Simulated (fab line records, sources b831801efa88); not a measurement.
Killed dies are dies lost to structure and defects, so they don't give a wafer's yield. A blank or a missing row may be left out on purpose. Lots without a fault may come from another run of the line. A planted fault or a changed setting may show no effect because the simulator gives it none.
Chamber matching | flow sky130 | SKY_VIA4_CMP_02 on cmp-02: 4 sister chambers
The step polishes SiO2. 8 wafers are shown with their chamber, then 11 later ones without.

WAFERS WITH THEIR CHAMBER
wafer  | chamber | motor_current_A (A) | slurry_filter_dp_kPa (kPa)
L075.2 | 0       | 11.7                | 13.55
L080.2 | 1       | 12.3                | 13.69
L087.4 | 1       | 12.1                | 13.63
L087.6 | 3       | 12.4                | 13.79
L090.2 | 0       | 12.1                | 13.64
L090.4 | 2       | 12.7                | 13.60
L090.5 | 2       | 13.3                | 13.63
L091.2 | 3       | 13.0                | 13.47

WAFERS WITHOUT THEIR CHAMBER
wafer  | motor_current_A (A) | slurry_filter_dp_kPa (kPa)
L091.3 | 11.1                | 13.41
L091.5 | 12.0                | 13.58
L095.2 | 12.2                | 13.58
L095.3 | 11.9                | 13.34
L095.4 | 13.6                | 13.42
L096.1 | 12.1                | 13.15
L096.2 | 12.6                | 13.55
L096.3 | 13.3                | 13.47
L097.3 | 12.4                | 13.58
L097.4 | 12.2                | 13.47
L097.5 | 12.5                | 13.59

WHICH CHAMBER EACH WENT THROUGH
wafer  | from the rows above               | in truth
L091.3 | can't be placed: 0 or 1           | 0
L091.5 | can't be placed: 0 or 1 or 3      | 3
L095.2 | can't be placed: 1 or 0 or 3 or 2 | 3
L095.3 | can't be placed: 0 or 1 or 3 or 2 | 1
L095.4 | can't be placed: 2 or 3           | 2
L096.1 | can't be placed: 0 or 1 or 3 or 2 | 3
L096.2 | can't be placed: 3 or 2 or 1 or 0 | 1
L096.3 | can't be placed: 2 or 3           | 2
L097.3 | can't be placed: 1 or 3 or 0 or 2 | 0
L097.4 | can't be placed: 0 or 1 or 3 or 2 | 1
L097.5 | can't be placed: 3 or 1 or 2 or 0 | 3
Placed correctly: 0 of 11. Can't be placed from these rows: 11 (the true chamber is among the candidates in 11). Placed wrongly: 0.
How it was worked out, from the rows above alone: a wafer's distance from a chamber is the root of the sum, over the readings, of the square of ((its reading less the chamber's mean) divided by the reading's scatter). The wafer belongs to the nearest chamber; if the next one is less than 2 further off, it can't be placed. A chamber's mean is the mean of its shown wafers. The scatter: the root of (the sum of the squares of (reading less its chamber's mean) over the shown wafers, divided by (wafers less chambers)).
